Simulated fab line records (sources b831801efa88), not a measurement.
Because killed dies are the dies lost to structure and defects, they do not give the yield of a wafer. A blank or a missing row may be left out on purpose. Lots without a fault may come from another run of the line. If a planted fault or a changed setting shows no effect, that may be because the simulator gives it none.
Which tool is to blame? / flow sky130 / 13 lots with 39 wafers sampled at 4 steps, on a route of 708 steps

WHAT THE GAUGES READ, wafer by wafer
SKY_VT_ADJUST_LVTN_TW_MEAS_10.
lot=L542; measured=day 7 00:59; on=film_metro-03; VT_ADJUST_LVTN_TW=240.5 238.7 239.4
lot=L545; measured=day 7 18:08; on=film_metro-03; VT_ADJUST_LVTN_TW=238.2 238.1 237.7
lot=L546; measured=day 7 21:47; on=film_metro-03; VT_ADJUST_LVTN_TW=238.7 239.2 239.6
lot=L547; measured=day 8 08:29; on=film_metro-03; VT_ADJUST_LVTN_TW=239.8 239.3 240.2
lot=L548; measured=day 8 14:48; on=film_metro-03; VT_ADJUST_LVTN_TW=239.2 238.0 239.9
lot=L549; measured=day 8 19:29; on=film_metro-04; VT_ADJUST_LVTN_TW=242.1 241.3 243.0
lot=L550; measured=day 9 03:37; on=film_metro-02; VT_ADJUST_LVTN_TW=237.7 236.7 237.8
lot=L551; measured=day 9 12:18; on=film_metro-04; VT_ADJUST_LVTN_TW=244.5 243.3 244.2
lot=L552; measured=day 9 14:38; on=film_metro-03; VT_ADJUST_LVTN_TW=237.9 238.8 237.6
lot=L554; measured=day 10 06:20; on=film_metro-04; VT_ADJUST_LVTN_TW=244.3 243.5 243.6
lot=L559; measured=day 11 14:38; on=film_metro-02; VT_ADJUST_LVTN_TW=276.3 277.9 278.2 276.5 276.8 276.8
lot=L560; measured=day 11 21:51; on=film_metro-02; VT_ADJUST_LVTN_TW=240.0 238.1 238.2
lot=L563; measured=day 13 02:17; on=film_metro-03; VT_ADJUST_LVTN_TW=276.1 276.9 276.2 276.5 276.7 275.3

SKY_LOCAL_INTERCONNECT_THK_MEAS_02: measures by xrf.
lot=L542; measured=day 29 07:26; on=film_metro-04; LOCAL_INTERCONNECT_TIN_THK (nm)=101.0 101.1 100.5
lot=L545; measured=day 30 13:02; on=film_metro-03; LOCAL_INTERCONNECT_TIN_THK (nm)=101.7 100.7 101.5
lot=L546; measured=day 30 16:00; on=film_metro-03; LOCAL_INTERCONNECT_TIN_THK (nm)=96.4 98.5 96.6
lot=L547; measured=day 31 03:16; on=film_metro-03; LOCAL_INTERCONNECT_TIN_THK (nm)=97.4 97.9 98.7
lot=L548; measured=day 31 16:50; on=film_metro-04; LOCAL_INTERCONNECT_TIN_THK (nm)=100.2 101.1 101.1
lot=L549; measured=day 32 04:38; on=film_metro-02; LOCAL_INTERCONNECT_TIN_THK (nm)=99.5 101.3 99.6
lot=L550; measured=day 32 06:23; on=film_metro-03; LOCAL_INTERCONNECT_TIN_THK (nm)=99.9 101.5 99.9
lot=L551; measured=day 32 10:49; on=film_metro-03; LOCAL_INTERCONNECT_TIN_THK (nm)=100.5 101.3 100.5
lot=L552; measured=day 32 16:58; on=film_metro-04; LOCAL_INTERCONNECT_TIN_THK (nm)=99.9 101.5 98.9
lot=L554; measured=day 33 09:26; on=film_metro-04; LOCAL_INTERCONNECT_TIN_THK (nm)=101.9 101.0 101.5
lot=L559; measured=day 35 01:35; on=film_metro-02; LOCAL_INTERCONNECT_TIN_THK (nm)=98.5 97.9 98.0
lot=L560; measured=day 35 02:49; on=film_metro-03; LOCAL_INTERCONNECT_TIN_THK (nm)=99.9 101.3 99.6
lot=L563; measured=day 36 07:59; on=film_metro-02; LOCAL_INTERCONNECT_TIN_THK (nm)=102.8 101.7 102.8

SKY_CONTACT_RS_MEAS_25: a four-point-probe measurement.
lot=L542; measured=day 31 18:35; on=film_metro-01; CONTACT_W_RS (ohm/sq)=0.332 0.336 0.335
lot=L545; measured=day 32 23:16; on=film_metro-01; CONTACT_W_RS (ohm/sq)=0.348 0.339 0.344
lot=L546; measured=day 33 00:36; on=film_metro-01; CONTACT_W_RS (ohm/sq)=0.337 0.339 0.339
lot=L547; measured=day 33 11:37; on=film_metro-04; CONTACT_W_RS (ohm/sq)=0.336 0.338 0.342
lot=L548; measured=day 34 00:27; on=film_metro-02; CONTACT_W_RS (ohm/sq)=0.332 0.335 0.337
lot=L549; measured=day 34 11:20; on=film_metro-01; CONTACT_W_RS (ohm/sq)=0.341 0.330 0.343
lot=L550; measured=day 34 13:10; on=film_metro-04; CONTACT_W_RS (ohm/sq)=0.337 0.336 0.335
lot=L551; measured=day 34 18:42; on=film_metro-02; CONTACT_W_RS (ohm/sq)=0.336 0.343 0.332
lot=L552; measured=day 35 00:58; on=film_metro-04; CONTACT_W_RS (ohm/sq)=0.338 0.341 0.343
lot=L554; measured=day 35 16:47; on=film_metro-01; CONTACT_W_RS (ohm/sq)=0.349 0.337 0.337
lot=L559; measured=day 37 07:21; on=film_metro-04; CONTACT_W_RS (ohm/sq)=0.340 0.343 0.337
lot=L560; measured=day 37 10:19; on=film_metro-01; CONTACT_W_RS (ohm/sq)=0.337 0.349 0.348
lot=L563; measured=day 38 14:44; on=film_metro-04; CONTACT_W_RS (ohm/sq)=0.342 0.343 0.342

EACH LOT AND THE TOOL THAT RAN IT (in order: tool; ch and the chambers of the sampled wafers; start)
lot=L542; SKY_VT_ADJUST_LVTN_IMPLANT_08=implanter-01 ch 0, day 7 00:44
lot=L545; SKY_VT_ADJUST_LVTN_IMPLANT_08=implanter-03 ch 0, day 7 17:54
lot=L546; SKY_VT_ADJUST_LVTN_IMPLANT_08=implanter-01 ch 0, day 7 21:32
lot=L547; SKY_VT_ADJUST_LVTN_IMPLANT_08=implanter-04 ch 0, day 8 08:14
lot=L548; SKY_VT_ADJUST_LVTN_IMPLANT_08=implanter-04 ch 0, day 8 14:34
lot=L549; SKY_VT_ADJUST_LVTN_IMPLANT_08=implanter-01 ch 0, day 8 19:14
lot=L550; SKY_VT_ADJUST_LVTN_IMPLANT_08=implanter-01 ch 0, day 9 03:24
lot=L551; SKY_VT_ADJUST_LVTN_IMPLANT_08=implanter-03 ch 0, day 9 12:04
lot=L552; SKY_VT_ADJUST_LVTN_IMPLANT_08=implanter-03 ch 0, day 9 14:23
lot=L554; SKY_VT_ADJUST_LVTN_IMPLANT_08=implanter-01 ch 0, day 10 06:06
lot=L559; SKY_VT_ADJUST_LVTN_IMPLANT_08=implanter-01 ch 0, day 11 14:23
lot=L560; SKY_VT_ADJUST_LVTN_IMPLANT_08=implanter-04 ch 0, day 11 21:38
lot=L563; SKY_VT_ADJUST_LVTN_IMPLANT_08=implanter-01 ch 0, day 13 02:02
- SKY_VT_ADJUST_LVTN_IMPLANT_08

AS READ BY THE TOOLS THEMSELVES (means over the sampled wafers that have a number; for cases with no such wafer, the mark the record gives instead)
SKY_VT_ADJUST_LVTN_IMPLANT_08.
lot=L542 tool=implanter-01 dose_ions_cm2=1.5712e+12 faraday_current_uA=9.03
lot=L545 tool=implanter-03 dose_ions_cm2=1.5718e+12 faraday_current_uA=8.67
lot=L546 tool=implanter-01 dose_ions_cm2=1.5717e+12 faraday_current_uA=8.97
lot=L547 tool=implanter-04 dose_ions_cm2=1.5720e+12 faraday_current_uA=8.69
lot=L548 tool=implanter-04 dose_ions_cm2=1.5708e+12 faraday_current_uA=8.89
lot=L549 tool=implanter-01 dose_ions_cm2=1.5711e+12 faraday_current_uA=9.03
lot=L550 tool=implanter-01 dose_ions_cm2=1.5694e+12 faraday_current_uA=8.95
lot=L551 tool=implanter-03 dose_ions_cm2=1.5716e+12 faraday_current_uA=8.94
lot=L552 tool=implanter-03 dose_ions_cm2=1.5683e+12 faraday_current_uA=8.94
lot=L554 tool=implanter-01 dose_ions_cm2=1.5699e+12 faraday_current_uA=8.83
lot=L559 tool=implanter-01 dose_ions_cm2=2.5801e+12 faraday_current_uA=14.76
lot=L560 tool=implanter-04 dose_ions_cm2=1.5704e+12 faraday_current_uA=8.95
lot=L563 tool=implanter-01 dose_ions_cm2=2.5823e+12 faraday_current_uA=14.54

THE ANSWER, worked out from the rows above alone
Rule: the usual values come from the lots themselves. Put in order of their means at a reading, lots are off if they are a third of the lots or fewer, leave a main group of 4 or more, and stand apart from it by a gap of 3 or more times the standard deviation of the main group's means; of several such gaps the widest counts. A main group is skipped when, at the precision printed for the reading in the tables above, its means are all equal. Also off: a lot with no number at a reading for which 4 or more lots have one. All remaining lots with rows at the step are treated as sound. Order of review: gauges by route order, followed by the tools' own readings, for which a lot's mean as printed above is used. At the first step where some lot is off, the reading lying furthest off is the one used; lots without a number count as furthest.
Off: at SKY_VT_ADJUST_LVTN_TW_MEAS_10 (VT_ADJUST_LVTN_TW), L559, L563. Main group: mean 240.0, sd 2.2.
If a tool, at a process step before that reading, ran all the lots that are off and no sound lot after the first of them, it fits. The gauges at SKY_VT_ADJUST_LVTN_TW_MEAS_10 aren't tried: what is off there is off at SKY_VT_ADJUST_LVTN_IMPLANT_08 too, on other tools, and a gauge's error can't cause that. One fits: implanter-01 at SKY_VT_ADJUST_LVTN_IMPLANT_08. Its last sound lot is L554 (day 10 06:06), its first lot that is off L559 (day 11 14:23): a fault that began between those two fits.
The tool's own readings at SKY_VT_ADJUST_LVTN_IMPLANT_08 bear it out: on the lots that are off they differ by more than 5 times the standard deviation of the sound lots' means. dose_ions_cm2 reads 2.5812e+12 there against 1.5707e+12 on the sound lots; faraday_current_uA reads 14.65 there against 8.90 on the sound lots.

WHAT THE SIMULATOR HAD INSERTED
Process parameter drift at SKY_VT_ADJUST_LVTN_IMPLANT_08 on implanter-01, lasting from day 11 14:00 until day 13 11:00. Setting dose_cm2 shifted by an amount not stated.
Lots struck among those shown: L559, L563. The rule given above showed the same thing.
